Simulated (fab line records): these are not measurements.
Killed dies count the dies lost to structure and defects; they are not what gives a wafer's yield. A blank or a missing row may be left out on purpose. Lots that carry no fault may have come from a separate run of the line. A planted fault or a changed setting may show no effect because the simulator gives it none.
Which of the tools did it?    flow sky130    route of 708 steps, sampled at 1 step: 7 lots, 21 wafers

## WHAT EACH GAUGE READ, for each wafer
SKY_VIA1_THK_MEAS_23: measures by xrf.
lot   measured      on             VIA1_W_THK (nm)
L186  day 35 03:10  film-metro-02  264.0 262.0 260.9
L189  day 35 21:07  film-metro-03  258.6 262.8 260.5
L190  day 36 17:38  film-metro-03  259.5 259.2 254.5
L198  day 38 13:22  film-metro-02  259.6 257.3 261.4
L200  day 38 21:22  film-metro-02  261.8 263.7 260.8
L204  day 40 02:47  film-metro-03  262.6 262.3 263.0
L208  day 41 00:04  film-metro-03  260.6 253.6 257.7

## WHAT TOOL EACH LOT RAN ON (gives the tool, then ch and the chambers of the sampled wafers, and finally the start)
The record shows no process step preceding these readings.

## THE ANSWER, worked out from the rows above alone
Rule: what is usual is taken from the lots themselves. The widest of any qualifying gaps counts: lots, ordered by their means at a reading, are off when they make up no more than a third of the lots, leave a main group of 4 or more, and stand apart from it by 3 or more times the standard deviation of that group's means. The tables above print the reading to a certain number of digits; a main group whose means all agree to those digits is not used. Also off: a lot with no number at a reading for which 4 or more lots have one. Where the step has rows for the other lots, those lots are counted as sound.
Nothing can be told from this: no lot is off at any reading shown.

## WHAT THE SIMULATOR PUT IN
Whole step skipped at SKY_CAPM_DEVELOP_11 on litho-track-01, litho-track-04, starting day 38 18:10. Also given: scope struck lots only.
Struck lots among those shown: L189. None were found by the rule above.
